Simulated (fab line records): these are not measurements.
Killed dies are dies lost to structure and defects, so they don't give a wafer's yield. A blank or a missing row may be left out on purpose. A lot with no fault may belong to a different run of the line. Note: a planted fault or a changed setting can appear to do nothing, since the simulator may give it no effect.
Which tool did it? | flow gf180mcu | 34 wafers from 12 lots sampled at 3 of the route's 602 steps

== WHAT THE GAUGES SHOWED, per wafer ==
GF_PSD_OVL_MEAS_08.
lot  | measured     | on         | PSD_OVL (nm)
L777 | day 14 04:01 | overlay-02 | 0.4 1.6 0.7
L778 | day 14 11:07 | overlay-01 | -1.3 -3.3 -3.2
L779 | day 15 06:48 | overlay-01 | 2.2 0.6 0.2
L780 | day 15 16:36 | overlay-01 | -0.4 -0.3 1.0
L781 | day 15 14:02 | overlay-02 | -0.7 1.0 0.4
L782 | day 16 00:45 | overlay-01 | -1.7 -0.5 -2.7
L783 | day 16 08:20 | overlay-02 | 2.1 -0.5 2.4
L784 | day 16 18:48 | overlay-01 | 1.9 -0.3 -0.3
L788 | day 18 00:29 | overlay-02 | 1.9 0.4
L789 | day 18 11:24 | overlay-02 | 0.0 0.1
L794 | day 20 05:26 | overlay-02 | 0.2 -0.6 1.3
L797 | day 21 10:21 | overlay-02 | 0.5 -1.7 -1.0

== WHICH TOOL RAN EACH LOT (tool, then ch and the chambers of the sampled wafers, then the start) ==
lot  | GF_STI_ETCH_14                  | GF_HV_LDD_STRIP_49
L777 | rie_si-02 ch 0,1, day 2 01:26   | plasma_asher-04 ch 0,1, day 12 09:05
L778 | rie_si-02 ch 0,1,3, day 2 07:50 | plasma_asher-04 ch 0,1, day 12 15:28
L779 | rie_si-02 ch 1,3, day 2 14:41   | plasma_asher-01 ch 0,1, day 13 08:23
L780 | rie_si-02 ch 2,3, day 2 19:02   | plasma_asher-02 ch 0,1, day 13 18:36
L781 | rie_si-02 ch 0,1,2, day 2 23:07 | plasma_asher-01 ch 0,1, day 13 16:30
L782 | rie_si-01 ch 0,3, day 3 02:50   | plasma_asher-02 ch 0,1, day 14 02:22
L783 | rie_si-01 ch 0,2,3, day 3 08:38 | plasma_asher-02 ch 0,1, day 14 09:51
L784 | rie_si-01 ch 0,1,3, day 3 17:07 | plasma_asher-02 ch 0, day 14 19:02
L788 | rie_si-02 ch 0,1, day 4 10:14   | plasma_asher-02 ch 0,1, day 15 23:05
L789 | rie_si-02 ch 0,2, day 4 15:02   | plasma_asher-02 ch 0, day 16 08:29
L794 | rie_si-01 ch 1,3, day 5 19:01   | plasma_asher-02 ch 0,1, day 18 01:53
L797 | rie_si-01 ch 1,2, day 6 08:59   | plasma_asher-02 ch 0,1, day 19 04:38
- GF_STI_ETCH_14: etches Si in HBr/Cl2/O2, target depth 360 nm, time 102.9 s.
- GF_HV_LDD_STRIP_49: strips in O2/N2.

== AS READ BY THE TOOLS THEMSELVES (means over the sampled wafers that have a number; for cases with no such wafer, the mark the record gives instead) ==
GF_STI_ETCH_14.
lot  | tool      | O2_flow_sccm (sccm) | drypump_motor_current_A (A) | oes_product_au (a.u.) | run_length_s (s) | throttle_valve_pct (%)
L777 | rie_si-02 | 5.993               | 5.9                         | 0.997                 | 131.5            | 25.660
L778 | rie_si-02 | 5.993               | 5.7                         | 1.000                 | 131.4            | 25.647
L779 | rie_si-02 | 5.989               | 5.6                         | 0.993                 | 131.2            | 25.659
L780 | rie_si-02 | 5.996               | 5.5                         | 0.999                 | 131.4            | 25.654
L781 | rie_si-02 | 6.012               | 5.6                         | 0.998                 | 131.1            | 25.654
L782 | rie_si-01 | 6.009               | 6.3                         | 1.019                 | 130.9            | 25.643
L783 | rie_si-01 | 6.001               | 6.1                         | 1.017                 | 131.0            | 25.640
L784 | rie_si-01 | 6.004               | 5.8                         | 1.023                 | 130.9            | 25.639
L788 | rie_si-02 | 6.011               | 5.8                         | 0.993                 | 126.6            | 25.661
L789 | rie_si-02 | 6.005               | 5.7                         | 0.996                 | 122.0            | 25.656
L794 | rie_si-01 | 6.007               | 5.7                         | 1.001                 | 130.5            | 25.636
L797 | rie_si-01 | 5.988               | 5.8                         | 1.004                 | 131.2            | 25.651

GF_HV_LDD_STRIP_49.
lot  | tool            | drypump_motor_current_A (A) | heater_power_w (W) | oes_product_au (a.u.) | strip_time_to_endpoint_s (s)
L777 | plasma_asher-04 | 5.6                         | 346                | 0.714                 | 12.62
L778 | plasma_asher-04 | 5.5                         | 360                | 0.709                 | 12.62
L779 | plasma_asher-01 | 5.8                         | 426                | 0.712                 | 12.64
L780 | plasma_asher-02 | 5.5                         | 320                | 0.717                 | 12.60
L781 | plasma_asher-01 | 6.0                         | 386                | 0.713                 | 12.63
L782 | plasma_asher-02 | 5.8                         | 305                | 0.715                 | 12.67
L783 | plasma_asher-02 | 5.5                         | 315                | 0.712                 | 12.59
L784 | plasma_asher-02 | 6.0                         | 307                | 0.716                 | 12.64
L788 | plasma_asher-02 | 5.7                         | 313                | 0.720                 | 12.63
L789 | plasma_asher-02 | 6.0                         | 307                | 0.718                 | 12.59
L794 | plasma_asher-02 | 5.8                         | 314                | 0.715                 | 12.62
L797 | plasma_asher-02 | 5.5                         | 318                | 0.711                 | 12.64

== THE ANSWER, worked out from the rows above alone ==
Rule: the usual values come from the lots themselves. The widest of any qualifying gaps counts: lots, ordered by their means at a reading, are off when they make up no more than a third of the lots, leave a main group of 4 or more, and stand apart from it by 3 or more times the standard deviation of that group's means. A main group is skipped when, at the precision printed for the reading in the tables above, its means are all equal. Also off: a lot with no number at a reading for which 4 or more lots have one. Any other lot the step has rows for is counted as sound. The gauges are gone through in route order, then the tools' own readings, and for those a lot's mean is taken as printed above. The first step at which some lot is off is used, and at that step the reading that is off furthest; a lot without a number counts as furthest.
Off: L788, L789 (GF_STI_ETCH_14, run_length_s). Mean 131.1 s and standard deviation 0.28 in the main group.
A tool fits if, at that step or a process step before it, it ran every lot that is off, and no sound lot after the first of them. One candidate fits, namely rie_si-02 at GF_STI_ETCH_14. Its last sound lot is L781 (day 2 23:07), its first lot that is off L788 (day 4 10:14): a fault that began between those two fits.
The tool's own readings at GF_STI_ETCH_14 bear it out: on the lots that are off they differ by more than 5 times the standard deviation of the sound lots' means. run_length_s reads 124.3 s there against 131.1 s on the sound lots.

== WHAT THE SIMULATOR HAD PUT IN ==
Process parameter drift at GF_STI_ETCH_14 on rie_si-02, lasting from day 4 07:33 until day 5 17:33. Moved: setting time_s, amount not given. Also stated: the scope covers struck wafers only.
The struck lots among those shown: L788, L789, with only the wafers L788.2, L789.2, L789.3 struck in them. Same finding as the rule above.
